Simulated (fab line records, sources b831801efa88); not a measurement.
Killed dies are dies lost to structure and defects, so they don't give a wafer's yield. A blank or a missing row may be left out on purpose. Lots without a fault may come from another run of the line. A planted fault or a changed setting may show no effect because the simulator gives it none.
Chamber matching | flow sky130 | SKY_POLY_CUT_ETCH_11 on rie_diel-02: 4 sister chambers
The step etches Si3N4 in CF4/CH2F2/Ar, stops on poly-Si, time 42.5 s, target depth 60 nm. 8 wafers are shown with their chamber, then 8 later ones without.

WAFERS WITH THEIR CHAMBER
wafer  | chamber | drypump_motor_current_A (A) | oes_product_au (a.u.)
L080.3 | 1       | 4.8                         | 0.840
L081.2 | 1       | 4.7                         | 0.826
L081.4 | 0       | 5.8                         | 0.827
L081.6 | 0       | 5.8                         | 0.822
L091.3 | 3       | 5.9                         | 0.826
L091.4 | 2       | 6.2                         | 0.831
L091.6 | 3       | 5.9                         | 0.831
L092.2 | 2       | 6.2                         | 0.842

WAFERS WITHOUT THEIR CHAMBER
wafer  | drypump_motor_current_A (A) | oes_product_au (a.u.)
L092.3 | 4.7                         | 0.823
L092.4 | 4.7                         | 0.835
L095.1 | 6.2                         | 0.821
L095.4 | 4.8                         | 0.826
L095.5 | 4.8                         | 0.822
L097.2 | 5.8                         | 0.837
L097.4 | 5.9                         | 0.831
L097.5 | 5.8                         | 0.832

WHICH CHAMBER EACH WENT THROUGH
wafer  | from the rows above     | in truth
L092.3 | 1                       | 1
L092.4 | 1                       | 1
L095.1 | 2                       | 2
L095.4 | 1                       | 1
L095.5 | 1                       | 1
L097.2 | can't be placed: 0 or 3 | 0
L097.4 | 3                       | 3
L097.5 | can't be placed: 0 or 3 | 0
Placed correctly: 6 of 8. Can't be placed from these rows: 2 (the true chamber is among the candidates in 2). Placed wrongly: 0.
How it was worked out, from the rows above alone: a wafer's distance from a chamber is the root of the sum, over the readings, of the square of ((its reading less the chamber's mean) divided by the reading's scatter). The wafer belongs to the nearest chamber; if the next one is less than 2 further off, it can't be placed. A chamber's mean is the mean of its shown wafers. The scatter: the root of (the sum of the squares of (reading less its chamber's mean) over the shown wafers, divided by (wafers less chambers)).
